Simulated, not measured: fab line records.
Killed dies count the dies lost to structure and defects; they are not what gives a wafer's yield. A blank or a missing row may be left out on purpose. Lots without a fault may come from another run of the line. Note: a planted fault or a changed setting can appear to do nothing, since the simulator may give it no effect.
Code-filled problem report in 8D (eight disciplines) form ; flow gf180mcu ; the parts of the form that need people (team, actions taken, sign-off) are left out

1. THE ISSUE
Across 6 wafers from 2 lots, LVPWELL_OVL at GF_LVPWELL_OVL_MEAS_07 averages -152.6 nm, while fault-free wafers read -0.7 nm with a standard deviation of 1.8. That is -84 standard deviations from the usual mean.
The first sign was on wafer L210.1 at day 7 03:44, on overlay-02. The record holds 42 wafers of 14 lots with a number at this step. By rule, "out" or "out of limits" means more than 4 standard deviations away from the usual mean. Any other wafer with a number is counted as sound.

2. WHAT IT IS, AND WHAT IT ISN'T
question;is;is not
which readings at this step;LVPWELL_OVL;-
which lots;L210, L211;L197, L198, L199, L200, L201, L202, L203, L206, L207, L213, L217, L219
which wafers of those lots;all that have a number;-
read on which gauges;overlay-01, overlay-02;-
when;from day 7 03:44;"up to then (27 sound wafers); but 9 sound wafers of L213, L217, L219 came after"

3. THE SUSPECTS, EACH WITH WHAT RULES IT OUT
Counting: any tool at a process step up to the reading is kept as a suspect provided that every lot that is out went through it and no sound lot did after the first of them.
- the gauge at GF_LVPWELL_OVL_MEAS_07 is ruled out. 2 gauges (overlay-01, overlay-02) read the wafers that are out.
- plasmaAsher-04 at GF_DNWELL_STRIP_08 (strips in O2/N2): ruled out as a lasting fault. The sound lots L219 went through it after L210, its earliest lot that is out (day 5 20:36).
- ilineStepper-02 at GF_LVPWELL_EXPOSE_04 (exposes mask LVPWELL, target cd 600 nm): kept. It processed each lot that is out, first L210 at day 6 19:53, and no sound lot thereafter; up to then, the last sound lot it processed was L206 at day 5 20:37.
After counting, what remains is ilineStepper-02 at GF_LVPWELL_EXPOSE_04.

4. THE CAUSE (what the simulator had put in)
Scanner matching overlay: ilineStepper-02, from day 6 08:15 on, at GF_LVPWELL_EXPOSE_04. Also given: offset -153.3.
Only this tool survived the counting.

5. SEQUENCE OF EFFECTS, ordered by route
Each row: a reading whose mean over the struck wafers that have a number lies more than 3 standard deviations from the usual. Only readings whose record carries a usual standard deviation are examined. hours: median over the lots of the time between each lot's start at the first step of this table that gives one and its start at this step. sigmas: the change, counted in usual standard deviations.
hours;step;reading;usual;on struck wafers;change;sigmas
0;GF_LVPWELL_OVL_MEAS_07;LVPWELL_OVL;-0.7 nm;-152.6;-151.9;-84
Later steps that measure or inspect, where all struck wafers having a row at the step show a number for every such reading and not one has moved that far: GF_VT_IMPLANT_RS_MEAS_48.

6. HOW IT WOULD HAVE BEEN CAUGHT EARLIER
19 hours passed between the start of the fault at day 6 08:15 and the first reading out of limits at a measuring or inspecting step in this record, taken at day 7 03:44.
Lots out: 2; of these, L211 started GF_LVPWELL_EXPOSE_04 on ilineStepper-02 after day 7 03:44. A tool hold placed at that time would have kept it from harm.
